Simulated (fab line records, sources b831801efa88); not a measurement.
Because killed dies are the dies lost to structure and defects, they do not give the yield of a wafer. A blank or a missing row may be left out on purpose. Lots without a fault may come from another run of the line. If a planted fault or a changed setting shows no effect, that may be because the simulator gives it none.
Which tool did it?	flow gf180mcu	6 lots with 18 wafers sampled at 3 steps, on a route of 602 steps

== WHAT THE GAUGES SHOWED, per wafer ==
GF_V4_BOW_MEAS_05.
lot	measured	on	V4_BOW (um)
L645	day 24 00:50	film-metro-02	126 140 139
L647	day 24 17:27	film-metro-02	145 157 141
L650	day 25 21:38	film-metro-02	137 131 140
L652	day 26 15:11	film-metro-01	145 139 135
L661	day 29 15:44	film-metro-02	149 142 136
L665	day 30 12:53	film-metro-04	134 131 129

== TOOL THAT RAN EACH LOT (tool first, then ch and the chambers of the sampled wafers, then the start) ==
lot	GF_M4_SPUTTER_03	GF_V4_CMP_04
L645	pvd-sputter-01, day 23 01:13	cmp-01 ch 0,1,2, day 24 00:37
L647	pvd-sputter-01, day 23 18:08	cmp-02 ch 1,2,3, day 24 17:08
L650	pvd-sputter-02, day 24 22:47	cmp-02 ch 0,1,2, day 25 21:24
L652	pvd-sputter-04, day 25 17:07	cmp-01 ch 0,1,3, day 26 14:53
L661	pvd-sputter-04, day 28 19:08	cmp-02 ch 0,1,3, day 29 15:31
L665	pvd-sputter-01, day 29 17:03	cmp-02 ch 2,3, day 30 12:34
- GF_M4_SPUTTER_03: material Ti, target thk 10 nm, time 6.7 s.
- GF_V4_CMP_04: polishes SiO2.

== THE ANSWER, worked out from the rows above alone ==
Rule: the usual values come from the lots themselves. Put in order of their means at a reading, lots are off if they are a third of the lots or fewer, leave a main group of 4 or more, and stand apart from it by a gap of 3 or more times the standard deviation of the main group's means; of several such gaps the widest counts. A main group is skipped when, at the precision printed for the reading in the tables above, its means are all equal. Also off: a lot with no number at a reading for which 4 or more lots have one. Any other lot the step has rows for is counted as sound.
No lot is off at any reading shown: from this, nothing can be told.

== WHAT THE SIMULATOR HAD PUT IN ==
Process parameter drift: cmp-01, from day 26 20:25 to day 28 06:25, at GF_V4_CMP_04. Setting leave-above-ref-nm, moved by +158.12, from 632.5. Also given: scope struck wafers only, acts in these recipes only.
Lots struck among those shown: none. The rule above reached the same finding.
